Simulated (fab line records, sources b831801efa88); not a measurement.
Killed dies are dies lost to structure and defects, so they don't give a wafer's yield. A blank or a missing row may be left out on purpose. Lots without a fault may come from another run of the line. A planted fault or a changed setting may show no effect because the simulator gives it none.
Chamber matching | flow sfq_line | SFQ_TRILAYER_I3_VIA_ETCH_VIA_ETCH_088 on rie_diel-03: 4 sister chambers
The step etches SiO2 in CHF3, stops on Nb, target depth 260 nm. 14 wafers are shown with their chamber, then 7 later ones without.

WAFERS WITH THEIR CHAMBER
wafer  | chamber | drypump_motor_current_A (A) | oes_product_au (a.u.)
L966.1 | 1       | 6.5                         | 0.847
L966.2 | 0       | 5.1                         | 0.850
L966.5 | 2       | 6.5                         | 0.859
L969.3 | 3       | 5.3                         | 0.856
L969.4 | 0       | 5.1                         | 0.856
L969.6 | 2       | 6.5                         | 0.859
L974.3 | 1       | 6.5                         | 0.859
L977.2 | 0       | 5.1                         | 0.863
L977.6 | 0       | 5.1                         | 0.856
L980.2 | 1       | 6.5                         | 0.860
L980.4 | 0       | 5.1                         | 0.854
L980.5 | 2       | 6.5                         | 0.857
L985.1 | 3       | 5.2                         | 0.869
L985.5 | 3       | 5.2                         | 0.857

SIGNATURES (means of the wafers above)
reading                 | chamber 0 | chamber 1 | chamber 2 | chamber 3 | scatter within a chamber
drypump_motor_current_A | 5.100     | 6.500     | 6.500     | 5.233     | 0.0258
oes_product_au          | 0.85580   | 0.85533   | 0.85833   | 0.86067   | 0.00548
Rule: a wafer's distance from a chamber is the root of the sum, over the readings, of the square of ((its reading less the chamber's mean) divided by the reading's scatter). The wafer belongs to the nearest chamber; if the next one is less than 2 further off, it can't be placed. The scatter: the root of (the sum of the squares of (reading less its chamber's mean) over the shown wafers, divided by (wafers less chambers)).

WAFERS WITHOUT THEIR CHAMBER
wafer  | drypump_motor_current_A (A) | oes_product_au (a.u.)
L985.6 | 5.1                         | 0.852
L986.1 | 5.1                         | 0.849
L986.3 | 6.5                         | 0.851
L986.5 | 5.2                         | 0.849
L989.2 | 5.2                         | 0.864
L989.3 | 5.0                         | 0.850
L989.4 | 6.5                         | 0.851

WHICH CHAMBER EACH WENT THROUGH
wafer  | from the rows above     | in truth
L985.6 | 0                       | 0
L986.1 | 0                       | 0
L986.3 | can't be placed: 1 or 2 | 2
L986.5 | can't be placed: 3 or 0 | 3
L989.2 | 3                       | 3
L989.3 | 0                       | 0
L989.4 | can't be placed: 1 or 2 | 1
Placed correctly: 4 of 7. Can't be placed from these rows: 3 (the true chamber is among the candidates in 3). Placed wrongly: 0.
